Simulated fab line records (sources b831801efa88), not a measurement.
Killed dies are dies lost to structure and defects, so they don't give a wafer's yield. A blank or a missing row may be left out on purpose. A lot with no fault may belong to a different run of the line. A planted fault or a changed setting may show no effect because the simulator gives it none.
fab line records ; flow sky130
record: lots: 11; wafers: 33; last_day: 50
route steps=708 shown RES_PROTECT@215 LDD_P@262 LI_CONTACT@375 LOCAL_INTERCONNECT@387
lots with no fault: from the same line, run without faults
start_h: hours from the record's opening day to when the first of the lot's shown wafers began ; wait_h: time in hours since the lot's previous step ; " same as the row above ; L1.1+2: one row covering several wafers at once ; - no value, or no start was given ; * or withheld: withheld ; < > ~ a bound
route shown NAME@n: a module of which the file shows steps, and the number in the route of the first ; usual: the fault-free wafers' mean and standard deviation ; same: alike in all rows ; chamber/n: place in a boat ; sites: each site's reading ; _std_site: how widely they spread, as a standard deviation ; _edge_site: inner sites' mean taken away from outer sites' mean ; radius_mm: for every site, how far away it sits from the centre of the wafer ; mask NAME#n: copy n ; behind: the tool/chamber that last shaped the wafer ; hold: the reason the lot was held/the length of the hold in hours/how it ended ; device: names the non-switching transistor (n, p or np) ; end of line: at the end of the route, the tests of the same wafers ; for a step that has no rows: nothing shown but its recipe ; killed: at the first sort, the dies lost to defects and structure; wafer yield is something else ; map: a wafer's dies, x killed, . not, _ none there
set.NAME: the setting that was run; set.NAME@STEP: the one run at that earlier step ; model.NAME: the simulator's own value behind a step, which no gauge read
route steps across a sampled set of lots; one table per step, one row per wafer
services: when a tool's chamber went out of use (start_h, in hours from the record's first day, below 0 if earlier), for how many hours, and the reason
== steps ==
step: SKY_RES_PROTECT_TW_MEAS_08
usual: POLY_GATE_TW: 3985/24
lot.wafer;tool;chamber;start_h;wait_h;POLY_GATE_TW
L827.2;film_metro-01;-;346.41;0.1;3953
L827.3;film_metro-01;-;346.41;0.1;3942
L827.6;film_metro-01;-;346.41;0.1;3974
L828.3;film_metro-01;-;355.62;0.1;3972
L828.4;film_metro-01;-;355.62;0.1;3953
L828.5;film_metro-01;-;355.62;0.1;3955
L831.1;film_metro-04;-;378.87;0.1;4000
L831.3;film_metro-04;-;378.87;0.1;3978
L831.4;film_metro-04;-;378.87;0.1;3993
L832.2;film_metro-01;-;383.68;0.1;3986
L832.4;film_metro-01;-;383.68;0.1;3987
L832.6;film_metro-01;-;383.68;0.1;3974
L835.1;film_metro-04;-;407.00;0.1;4000
L835.3;film_metro-04;-;407.00;0.1;4014
L835.5;film_metro-04;-;407.00;0.1;4008
L841.4;film_metro-03;-;463.83;0.1;3988
L841.5;film_metro-03;-;463.83;0.1;3989
L841.6;film_metro-03;-;463.83;0.1;3986
L844.2;film_metro-01;-;489.91;0.1;3960
L844.4;film_metro-01;-;489.91;0.1;3957
L844.5;film_metro-01;-;489.91;0.1;3950
L845.1;film_metro-04;-;499.82;0.1;4006
L845.4;film_metro-04;-;499.82;0.1;4001
L845.6;film_metro-04;-;499.82;0.1;4019
L847.1;film_metro-03;-;511.50;0.1;3985
L847.2;film_metro-03;-;511.50;0.1;3980
L847.6;film_metro-03;-;511.50;0.1;4004
L849.2;film_metro-03;-;526.48;0.1;3996
L849.3;film_metro-03;-;526.48;0.1;3998
L849.4;film_metro-03;-;526.48;0.1;4009
L850.2;film_metro-04;-;530.33;0.1;4024
L850.3;film_metro-04;-;530.33;0.1;4022
L850.4;film_metro-04;-;530.33;0.1;4026
step: SKY_LDD_P_CD_MEAS_07
recipe: target_cd_nm: 380
usual: cd_nm: 380.4/1.9
lot.wafer;tool;chamber;start_h;wait_h;cd_nm
L827.2;cd_sem-01;-;440.33;0.1;378.1
L827.3;cd_sem-01;-;440.33;0.1;377.7
L827.6;cd_sem-01;-;440.33;0.1;378.8
L828.3;cd_sem-01;-;448.45;0.1;378.3
L828.4;cd_sem-01;-;448.45;0.1;383.4
L828.5;cd_sem-01;-;448.45;0.1;380.8
L831.1;cd_sem-01;-;475.97;0.1;378.4
L831.3;cd_sem-01;-;475.97;0.1;379.3
L831.4;cd_sem-01;-;475.97;0.1;379.2
L832.2;cd_sem-01;-;480.94;0.1;381.7
L832.4;cd_sem-01;-;480.94;0.1;380.2
L832.6;cd_sem-01;-;480.94;0.1;381.4
L835.1;cd_sem-01;-;503.12;0.1;379.7
L835.3;cd_sem-01;-;503.12;0.1;378.5
L835.5;cd_sem-01;-;503.12;0.1;381.9
L841.4;cd_sem-02;-;560.13;0.1;381.9
L841.5;cd_sem-02;-;560.13;0.1;381.0
L841.6;cd_sem-02;-;560.13;0.1;381.4
L844.2;cd_sem-02;-;583.68;0.1;381.8
L844.4;cd_sem-02;-;583.68;0.1;382.5
L844.5;cd_sem-02;-;583.68;0.1;379.7
L845.1;cd_sem-02;-;593.22;0.1;379.3
L845.4;cd_sem-02;-;593.22;0.1;383.8
L845.6;cd_sem-02;-;593.22;0.1;380.4
L847.1;cd_sem-02;-;612.62;0.1;378.2
L847.2;cd_sem-02;-;612.62;0.1;380.6
L847.6;cd_sem-02;-;612.62;0.1;378.2
L849.2;cd_sem-02;-;619.43;0.1;380.9
L849.3;cd_sem-02;-;619.43;0.1;380.8
L849.4;cd_sem-02;-;619.43;0.1;381.9
L850.2;cd_sem-01;-;624.24;0.1;381.4
L850.3;cd_sem-01;-;624.24;0.1;382.0
L850.4;cd_sem-01;-;624.24;0.1;385.1
step: SKY_LI_CONTACT_OVL_MEAS_13
usual: LI_CONTACT_OVL: -4/5.3
lot.wafer;tool;chamber;start_h;wait_h;LI_CONTACT_OVL[nm]
L827.2;overlay-02;-;682.74;0.1;4
L827.3;overlay-02;-;682.74;0.1;-2
L827.6;overlay-02;-;682.74;0.1;-2
L828.3;overlay-01;-;690.15;0.1;-1
L828.4;overlay-01;-;690.15;0.1;-11
L828.5;overlay-01;-;690.15;0.1;-11
L831.1;overlay-02;-;715.18;0.1;-10
L831.3;overlay-02;-;715.18;0.1;-6
L831.4;overlay-02;-;715.18;0.1;-17
L832.2;overlay-01;-;720.49;0.1;-7
L832.4;overlay-01;-;720.49;0.1;-7
L832.6;overlay-01;-;720.49;0.1;-1
L835.1;overlay-02;-;740.13;0.1;2
L835.3;overlay-02;-;740.13;0.1;0
L835.5;overlay-02;-;740.13;0.1;2
L841.4;overlay-02;-;791.91;0.1;8
L841.5;overlay-02;-;791.91;0.1;7
L841.6;overlay-02;-;791.91;0.1;6
L844.2;overlay-02;-;813.75;0.1;-3
L844.4;overlay-02;-;813.75;0.1;-5
L844.5;overlay-02;-;813.75;0.1;1
L845.1;overlay-01;-;821.19;0.1;-6
L845.4;overlay-01;-;821.19;0.1;-3
L845.6;overlay-01;-;821.19;0.1;8
L847.1;overlay-02;-;838.04;0.1;-6
L847.2;overlay-02;-;838.04;0.1;-5
L847.6;overlay-02;-;838.04;0.1;-7
L849.2;overlay-02;-;843.39;0.1;-9
L849.3;overlay-02;-;843.39;0.1;-7
L849.4;overlay-02;-;843.39;0.1;-13
L850.2;overlay-01;-;849.94;0.1;-2
L850.3;overlay-01;-;849.94;0.1;-1
L850.4;overlay-01;-;849.94;0.1;5
step: SKY_LOCAL_INTERCONNECT_SPUTTER_00
recipe: material: TiN; target_thk_nm: 100; temp_c: 300; power_w: 6500; time_s: 83.3; chamber_pressure_pa: 0.4
usual: throttle_valve_pct: 30.5/0.89
lot.wafer;tool;chamber;start_h;wait_h;throttle_valve_pct
L827.2;pvd_sputter-04;-;684.06;0.1;29.3
L827.3;pvd_sputter-04;-;684.06;0.1;30.5
L827.6;pvd_sputter-04;-;684.06;0.1;29.6
L828.3;pvd_sputter-04;-;691.51;0.1;30.5
L828.4;pvd_sputter-04;-;691.51;0.1;29.6
L828.5;pvd_sputter-04;-;691.51;0.1;30.6
L831.1;pvd_sputter-02;-;716.40;0.1;30.0
L831.3;pvd_sputter-02;-;716.40;0.1;31.2
L831.4;pvd_sputter-02;-;716.40;0.1;30.5
L832.2;pvd_sputter-02;-;721.69;0.2;30.2
L832.4;pvd_sputter-02;-;721.69;0.2;30.3
L832.6;pvd_sputter-02;-;721.69;0.2;30.2
L835.1;pvd_sputter-02;-;741.33;0.1;30.9
L835.3;pvd_sputter-02;-;741.33;0.1;30.3
L835.5;pvd_sputter-02;-;741.33;0.1;30.4
L841.4;pvd_sputter-03;-;793.11;0.1;29.0
L841.5;pvd_sputter-03;-;793.11;0.1;29.0
L841.6;pvd_sputter-03;-;793.11;0.1;32.0
L844.2;pvd_sputter-03;-;814.94;0.1;31.7
L844.4;pvd_sputter-03;-;814.94;0.1;29.1
L844.5;pvd_sputter-03;-;814.94;0.1;29.1
L845.1;pvd_sputter-02;-;822.39;0.1;30.8
L845.4;pvd_sputter-02;-;822.39;0.1;30.3
L845.6;pvd_sputter-02;-;822.39;0.1;30.4
L847.1;pvd_sputter-03;-;839.24;0.1;30.1
L847.2;pvd_sputter-03;-;839.24;0.1;32.2
L847.6;pvd_sputter-03;-;839.24;0.1;32.1
L849.2;pvd_sputter-03;-;844.58;0.1;32.2
L849.3;pvd_sputter-03;-;844.58;0.1;29.0
L849.4;pvd_sputter-03;-;844.58;0.1;30.0
L850.2;pvd_sputter-04;-;851.15;0.1;30.9
L850.3;pvd_sputter-04;-;851.15;0.1;30.0
L850.4;pvd_sputter-04;-;851.15;0.1;29.5
step: SKY_LOCAL_INTERCONNECT_RS_MEAS_01
recipe: thk_meas_gauge: four-point-probe; reads: TiN_of_LOCAL_INTERCONNECT_SPUTTER_00
usual: LOCAL_INTERCONNECT_TIN_RS: 14.10/0.17
lot.wafer;tool;chamber;start_h;wait_h;LOCAL_INTERCONNECT_TIN_RS[ohm/sq]
L827.2;film_metro-03;-;684.14;0.1;13.90
L827.3;film_metro-03;-;684.14;0.1;13.95
L827.6;film_metro-03;-;684.14;0.1;14.05
L828.3;film_metro-03;-;691.62;0.1;14.04
L828.4;film_metro-03;-;691.62;0.1;14.13
L828.5;film_metro-03;-;691.62;0.1;14.00
L831.1;film_metro-01;-;716.46;0.0;13.97
L831.3;film_metro-01;-;716.46;0.0;14.03
L831.4;film_metro-01;-;716.46;0.0;13.83
L832.2;film_metro-03;-;721.77;0.1;14.16
L832.4;film_metro-03;-;721.77;0.1;14.16
L832.6;film_metro-03;-;721.77;0.1;14.18
L835.1;film_metro-03;-;741.40;0.0;14.10
L835.3;film_metro-03;-;741.40;0.0;14.03
L835.5;film_metro-03;-;741.40;0.0;13.97
L841.4;film_metro-01;-;793.24;0.1;14.21
L841.5;film_metro-01;-;793.24;0.1;14.25
L841.6;film_metro-01;-;793.24;0.1;14.06
L844.2;film_metro-04;-;815.02;0.1;14.24
L844.4;film_metro-04;-;815.02;0.1;14.37
L844.5;film_metro-04;-;815.02;0.1;14.25
L845.1;film_metro-04;-;822.45;0.0;14.06
L845.4;film_metro-04;-;822.45;0.0;13.91
L845.6;film_metro-04;-;822.45;0.0;15.41
L847.1;film_metro-04;-;839.30;0.0;14.42
L847.2;film_metro-04;-;839.30;0.0;14.11
L847.6;film_metro-04;-;839.30;0.0;14.07
L849.2;film_metro-03;-;844.67;0.1;14.36
L849.3;film_metro-03;-;844.67;0.1;14.36
L849.4;film_metro-03;-;844.67;0.1;14.39
L850.2;film_metro-01;-;851.23;0.1;14.26
L850.3;film_metro-01;-;851.23;0.1;14.33
L850.4;film_metro-01;-;851.23;0.1;14.30
step: SKY_LOCAL_INTERCONNECT_THK_MEAS_02
recipe: thk_meas_gauge: xrf; reads: TiN_of_LOCAL_INTERCONNECT_SPUTTER_00
usual: LOCAL_INTERCONNECT_TIN_THK: 100.2/1.2
lot.wafer;tool;chamber;start_h;wait_h;LOCAL_INTERCONNECT_TIN_THK[nm]
L827.2;film_metro-03;-;684.25;0.1;100.9
L827.3;film_metro-03;-;684.25;0.1;100.8
L827.6;film_metro-03;-;684.25;0.1;100.4
L828.3;film_metro-03;-;691.72;0.1;100.6
L828.4;film_metro-03;-;691.72;0.1;99.9
L828.5;film_metro-03;-;691.72;0.1;100.4
L831.1;film_metro-01;-;716.58;0.1;101.1
L831.3;film_metro-01;-;716.58;0.1;100.7
L831.4;film_metro-01;-;716.58;0.1;102.5
L832.2;film_metro-03;-;721.88;0.1;99.2
L832.4;film_metro-03;-;721.88;0.1;99.5
L832.6;film_metro-03;-;721.88;0.1;99.2
L835.1;film_metro-03;-;741.52;0.1;100.1
L835.3;film_metro-03;-;741.52;0.1;100.8
L835.5;film_metro-03;-;741.52;0.1;101.0
L841.4;film_metro-01;-;793.33;0.1;99.9
L841.5;film_metro-01;-;793.33;0.1;100.4
L841.6;film_metro-01;-;793.33;0.1;101.2
L844.2;film_metro-04;-;815.13;0.1;99.3
L844.4;film_metro-04;-;815.13;0.1;98.6
L844.5;film_metro-04;-;815.13;0.1;99.1
L845.1;film_metro-04;-;822.57;0.1;99.8
L845.4;film_metro-04;-;822.57;0.1;101.0
L845.6;film_metro-04;-;822.57;0.1;91.2
L847.1;film_metro-04;-;839.42;0.1;97.5
L847.2;film_metro-04;-;839.42;0.1;99.2
L847.6;film_metro-04;-;839.42;0.1;99.7
L849.2;film_metro-03;-;844.78;0.1;98.1
L849.3;film_metro-03;-;844.78;0.1;98.7
L849.4;film_metro-03;-;844.78;0.1;98.2
L850.2;film_metro-01;-;851.34;0.1;99.2
L850.3;film_metro-01;-;851.34;0.1;99.0
L850.4;film_metro-01;-;851.34;0.1;98.6
step: SKY_LOCAL_INTERCONNECT_METAL_ETCH_14
recipe: target_depth_nm: 110; stop_on: PSG; chemistry: Cl2/BCl3; target: TiN; resist_sidewall_deg: 88; pressure_mtorr: 10; icp_w: 900; bias_w: 48.5; Cl2_flow_sccm: 60; bcl3_flow_sccm: 30; time_s: 31.4
usual: bias_w: 48.50/0.15; drypump_motor_current_A: 5.9/0.42; oes_product_au: 0.944/0.0086; throttle_valve_pct: 21.898/0.0088
lot.wafer;tool;chamber;start_h;wait_h;bias_w;drypump_motor_current_A;oes_product_au;rf_hours_counter_h;throttle_valve_pct
L827.2;rie_metal-01;0;712.72;0.0;48.57;6.2;0.955;9;21.899
L827.3;rie_metal-01;0;712.72;0.0;48.29;6.2;0.954;-;21.896
L827.6;rie_metal-01;1;712.72;0.0;48.45;5.1;0.940;-;21.898
L828.3;rie_metal-02;0;719.05;0.0;48.20;5.7;0.949;-;21.899
L828.4;rie_metal-02;1;719.05;0.0;48.32;6.3;0.947;-;21.898
L828.5;rie_metal-02;0;719.05;0.0;48.39;5.8;0.948;-;21.907
L831.1;rie_metal-02;1;744.09;0.0;48.60;6.3;0.945;3;21.894
L831.3;rie_metal-02;0;744.09;0.0;48.51;5.8;0.951;-;21.903
L831.4;rie_metal-02;1;744.09;0.0;48.63;6.2;0.952;-;21.900
L832.2;rie_metal-02;0;750.14;0.0;48.38;5.8;0.944;9;21.891
L832.4;rie_metal-02;0;750.14;0.0;48.72;5.8;0.938;-;21.894
L832.6;rie_metal-02;0;750.14;0.0;48.42;5.8;0.941;-;21.905
L835.1;rie_metal-02;1;769.14;0.0;48.56;6.2;0.952;4;21.903
L835.3;rie_metal-02;1;769.14;0.0;48.43;6.3;0.943;-;21.893
L835.5;rie_metal-02;0;769.14;0.0;48.56;5.8;0.955;-;21.894
L841.4;rie_metal-02;1;820.23;0.0;48.30;6.2;0.937;-;21.886
L841.5;rie_metal-02;1;820.23;0.0;48.43;6.2;0.939;-;21.902
L841.6;rie_metal-02;0;820.23;0.0;48.40;5.8;0.938;-;21.886
L844.2;rie_metal-02;0;841.34;0.0;48.36;5.8;0.939;12;21.901
L844.4;rie_metal-02;1;841.34;0.0;48.50;6.3;0.928;-;21.904
L844.5;rie_metal-02;0;841.34;0.0;48.19;5.7;0.943;-;21.910
L845.1;rie_metal-01;1;849.37;0.0;48.33;5.1;0.945;6;21.892
L845.4;rie_metal-01;1;849.37;0.0;48.34;5.1;0.964;-;21.892
L845.6;rie_metal-01;1;849.37;0.0;48.20;5.1;0.892;-;21.942
L847.1;rie_metal-04;0;865.24;0.0;48.19;6.4;0.925;13;21.907
L847.2;rie_metal-04;1;865.24;0.0;48.61;5.5;0.949;0;21.888
L847.6;rie_metal-04;1;865.24;0.0;48.57;5.5;0.949;-;21.891
L849.2;rie_metal-04;0;870.87;0.0;48.60;6.4;0.928;14;21.887
L849.3;rie_metal-04;1;870.87;0.0;48.66;5.5;0.931;-;21.906
L849.4;rie_metal-04;0;870.87;0.0;48.60;6.4;0.923;-;21.898
L850.2;rie_metal-02;1;877.77;0.1;48.56;6.3;0.938;-;21.905
L850.3;rie_metal-02;1;877.77;0.1;48.76;6.3;0.934;-;21.912
L850.4;rie_metal-02;1;877.77;0.1;48.61;6.3;0.943;-;21.904
== services ==
tool;chamber;start_h;hours;kind
pvd_sputter-03;-;668.17;1.6;repair
rie_metal-02;0;668.19;2.6;repair
rie_metal-01;1;681.86;-;clean
rie_metal-01;1;681.86;13.2;scheduled_down
rie_metal-01;1;681.86;13.2;vent_cycle
pvd_sputter-02;-;683.85;4.2;repair
rie_metal-04;-;703.38;2.8;pm
rie_metal-02;-;720.26;2.8;pm
pvd_sputter-02;0;741.40;-;consumable_replace:kit
pvd_sputter-02;0;741.40;18.0;scheduled_down
pvd_sputter-02;0;741.40;18.0;vent_cycle
pvd_sputter-04;-;751.40;5.8;repair
pvd_sputter-04;-;756.80;3.5;repair
pvd_sputter-03;0;760.88;-;consumable_replace:kit
pvd_sputter-03;0;760.88;18.0;scheduled_down
pvd_sputter-03;0;760.88;18.0;vent_cycle
rie_metal-04;-;768.56;14.6;pm
rie_metal-04;-;836.74;0.5;repair
rie_metal-04;1;837.76;-;clean
rie_metal-04;1;837.76;22.3;scheduled_down
rie_metal-04;1;837.76;22.3;vent_cycle
rie_metal-02;1;857.43;2.4;repair
rie_metal-02;0;862.28;19.8;repair
pvd_sputter-02;-;871.06;7.5;repair
== key ==
first_sign: step: SKY_LOCAL_INTERCONNECT_RS_MEAS_01; reading: LOCAL_INTERCONNECT_TIN_RS; direction: up; sigmas: 7.7; usual: 14.10; struck: 15.41
effect: step: SKY_LOCAL_INTERCONNECT_THK_MEAS_02; reading: LOCAL_INTERCONNECT_TIN_THK; direction: down; sigmas: 7.5; usual: 100.2; struck: 91.2
effect: step: SKY_LOCAL_INTERCONNECT_METAL_ETCH_14; reading: oes_product_au; direction: down; sigmas: 6; usual: 0.944; struck: 0.892
met_at SKY_LOCAL_INTERCONNECT_SPUTTER_00
struck_lots L845
struck_wafers L845.6
tester_left_out L845
not_acting_at SKY_RES_PROTECT_TW_MEAS_08,SKY_LDD_P_CD_MEAS_07,SKY_LI_CONTACT_OVL_MEAS_13
onset_between 741.33 822.39
fault: kind: process_parameter_drift; tool: pvd_sputter-02; chamber: -; onset_h: 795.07; steps: SKY_LOCAL_INTERCONNECT_SPUTTER_00; channel: time_s; offset: *; shape: step; end_h: 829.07; scope: struck_wafers_only; acts_in: *; stated: *
tester_left_out: of these lots the tester's yield and bins aren't shown, on N5 and GAA mostly nor the transistor test; their killed dies are dies lost to structure and defects alone, not to doping, threshold or leakage, so they don't give the yield
